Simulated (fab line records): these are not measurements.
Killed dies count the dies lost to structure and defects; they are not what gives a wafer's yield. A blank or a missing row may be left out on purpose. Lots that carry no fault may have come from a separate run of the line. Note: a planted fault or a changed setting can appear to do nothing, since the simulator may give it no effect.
Which tool was responsible? -- flow gf180mcu -- Sampling: 12 lots, 36 wafers, 2 of 602 route steps

WHAT THE GAUGES SHOWED, per wafer
GF_V2_THK_MEAS_01.
lot,measured,on,V2_CVD_00_THK (nm)
L163,day 18 23:53,film-metro-03,600 602 610
L166,day 20 05:40,film-metro-02,605 602 601
L167,day 20 10:31,film-metro-02,586 599 595
L168,day 21 07:25,film-metro-04,599 594 599
L169,day 21 09:40,film-metro-04,594 595 588
L175,day 23 14:34,film-metro-03,582 595 599
L176,day 24 07:40,film-metro-02,596 595 590
L178,day 24 20:43,film-metro-03,600 598 600
L181,day 25 23:49,film-metro-04,589 595 584
L182,day 26 03:31,film-metro-04,590 593 587
L185,day 26 19:02,film-metro-03,583 585 586
L186,day 27 02:01,film-metro-03,589 589 583

WHICH TOOL RAN EACH LOT (tool, then ch and the chambers of the sampled wafers, then the start)
lot,GF_M2_STRIP_17
L163,"plasma-asher-01 ch 0,1, day 18 23:17"
L166,"plasma-asher-04 ch 0,1, day 20 04:58"
L167,"plasma-asher-03 ch 0, day 20 09:34"
L168,"plasma-asher-03 ch 0,1, day 21 06:47"
L169,"plasma-asher-04 ch 0,1, day 21 09:04"
L175,"plasma-asher-01 ch 0,1, day 23 13:58"
L176,"plasma-asher-03 ch 1, day 24 07:01"
L178,"plasma-asher-04 ch 0,1, day 24 20:04"
L181,"plasma-asher-01 ch 0,1, day 25 23:11"
L182,"plasma-asher-01 ch 0,1, day 26 02:55"
L185,"plasma-asher-01 ch 0,1, day 26 18:06"
L186,"plasma-asher-01 ch 0,1, day 27 01:25"
- GF_M2_STRIP_17: strips in O2/N2.

AS READ BY THE TOOLS THEMSELVES (means over the sampled wafers that have a number; for cases with no such wafer, the mark the record gives instead)
GF_M2_STRIP_17.
lot,tool,drypump-motor-current-A (A),heater-power-w (W),oes-product-au (a.u.),strip-time-to-endpoint-s (s)
L163,plasma-asher-01,5.2,358,0.555,7.90
L166,plasma-asher-04,6.3,314,0.556,7.89
L167,plasma-asher-03,5.1,289,0.564,7.95
L168,plasma-asher-03,5.5,309,0.551,7.81
L169,plasma-asher-04,5.8,329,0.556,7.74
L175,plasma-asher-01,5.2,351,0.556,7.93
L176,plasma-asher-03,6.2,349,0.559,7.84
L178,plasma-asher-04,6.3,314,0.551,7.83
L181,plasma-asher-01,5.5,344,0.552,7.82
L182,plasma-asher-01,5.5,339,0.557,7.79
L185,plasma-asher-01,5.2,350,0.552,7.82
L186,plasma-asher-01,5.2,357,0.557,7.87

THE ANSWER, worked out from the rows above alone
Rule: usual is defined by the lots themselves. Put in order of their means at a reading, lots are off if they are a third of the lots or fewer, leave a main group of 4 or more, and stand apart from it by a gap of 3 or more times the standard deviation of the main group's means; of several such gaps the widest counts. A main group is skipped when, at the precision printed for the reading in the tables above, its means are all equal. A lot without any number at a reading at which 4 lots or more have one is off too. Where the step has rows for the other lots, those lots are counted as sound. After the gauges, taken in route order, come the tools' own readings; for these a lot's mean is taken, as printed above. At the first step where some lot is off, the reading lying furthest off is the one used; lots without a number count as furthest.
No lot is off on any of the readings shown, so nothing can be concluded from this.

WHAT THE SIMULATOR PUT IN
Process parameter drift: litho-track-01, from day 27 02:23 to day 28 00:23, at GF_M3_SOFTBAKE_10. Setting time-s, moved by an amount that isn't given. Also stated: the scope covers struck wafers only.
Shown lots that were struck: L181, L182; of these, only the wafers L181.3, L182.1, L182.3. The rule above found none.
